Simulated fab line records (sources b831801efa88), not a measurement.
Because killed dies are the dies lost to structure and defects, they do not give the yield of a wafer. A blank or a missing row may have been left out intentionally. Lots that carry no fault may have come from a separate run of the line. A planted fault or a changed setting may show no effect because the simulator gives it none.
Comparing a struck lot with a sound one | flow sky130 | 15 out of 708 route steps
Sound: the wafers L137.1, L137.3, L137.6. Wafers L142.1, L142.3, L142.4 were the ones struck. The cause comes at the end.
At each step with rows: each side's tool, then ch and its chambers, then its first start. Under that, the readings that differ: sound wafers | struck wafers | difference of the means | sigmas: that difference in standard deviations of wafers without a fault.
alike: readings whose means differ by less than 2 such deviations, and words and numbers that are the same on both sides. not compared: withheld readings, readings that some wafer has no value for, bounds like >300 that may hide the same value, and numbers for which the record gives no deviation and whose values overlap.
A row with sigmas, a row that says differs or no value, or rows on one side alone: a step with any of these is where the two part. Numbers that don't overlap but have no deviation are shown without sigmas and don't part them. Lack of a reading on every wafer of one side parts them only where that side has two or more wafers.

SKY_CAP2M_THK_MEAS_01:
  sound on film metro-02, day 42 16:53; struck on film metro-04, day 43 20:47
  reading               | sound             | struck            | difference | sigmas
  CAP2M_CVD_00_THK (nm) | 15.58 15.85 15.93 | 15.32 15.48 15.29 | -0.42      | -2
SKY_CAP2M_SPUTTER_02: material TiN, target thk 200 nm, time 166.7 s.
  sound on pvd sputter-03, day 42 16:57; struck on pvd sputter-04, day 43 20:51
  alike: throttle valve pct
SKY_CAP2M_RS_MEAS_03: measurement is done with a four-point probe.
  sound on film metro-02, day 42 17:04; struck on film metro-04, day 43 20:58
  alike: CAP2M_TIN_RS
SKY_CAP2M_THK_MEAS_04: measures by xrf.
  sound on film metro-02, day 42 17:11; struck on film metro-04, day 43 21:05
  alike: CAP2M_TIN_THK
then, 7 steps without rows for these wafers: SKY_CAP2M_DEHYDRATE_05 (time 60 s); SKY_CAP2M_HMDS_06 (prime time 60 s); SKY_CAP2M_COAT_07 (resist thk 1140 nm); SKY_CAP2M_SOFTBAKE_08 (time 60 s); SKY_CAP2M_EXPOSE_09 (exposes mask CAP2M, target cd 1000 nm); SKY_CAP2M_PEB_10; SKY_CAP2M_DEVELOP_11 (develop time 60 s).
SKY_CAP2M_OVL_MEAS_12:
  sound on overlay-01, day 43 15:53; struck on overlay-01, day 44 18:47
  alike: CAP2M_OVL
SKY_CAP2M_METAL_ETCH_13: etches TiN in Cl2/BCl3, stops on SiO2, target depth 220 nm, time 62.9 s.
  sound on rie metal-03 ch 1, day 43 15:55; struck on rie metal-02 ch 0,1, day 44 18:49
  no value came back on the struck wafers for any of 6 readings (bcl3 flow sccm (sccm), bias w (W) and others); on the sound wafers bcl3 flow sccm (sccm) reads 30.07 29.97 30.01
  reading                                    | sound             | struck         | difference | sigmas
  model.NOVOLAK_of_CAP2M_COAT_07.thk nm (nm) | 998.5 999.4 997.4 | 1139 1140 1138 | +141       |
  not compared: rf hours counter h
SKY_CAP2M_STRIP_14: strips in O2/N2.
  sound on plasma asher-04 ch 0,1, day 43 16:00; struck on plasma asher-04 ch 0,1, day 44 18:54
  reading                      | sound             | struck            | difference | sigmas
  oes product au (a.u.)        | 0.704 0.703 0.711 | 0.716 0.721 0.717 | +0.012     | +3
  strip time to endpoint s (s) | 12.72 12.73 12.69 | 14.16 14.18 14.16 | +1.45      | +35
  alike: chamber pressure mTorr, drypump motor current A
  not compared: rf hours counter h
then, 1 step without rows for these wafers: SKY_CAP2M_STRIP_15 (strips in post etch residue remover, time 1200 s).

== WHERE THEY PART ==
Last at SKY_CAP2M_STRIP_14 as far as this record goes, first at SKY_CAP2M_THK_MEAS_01.

WHY: the cause the simulator had injected
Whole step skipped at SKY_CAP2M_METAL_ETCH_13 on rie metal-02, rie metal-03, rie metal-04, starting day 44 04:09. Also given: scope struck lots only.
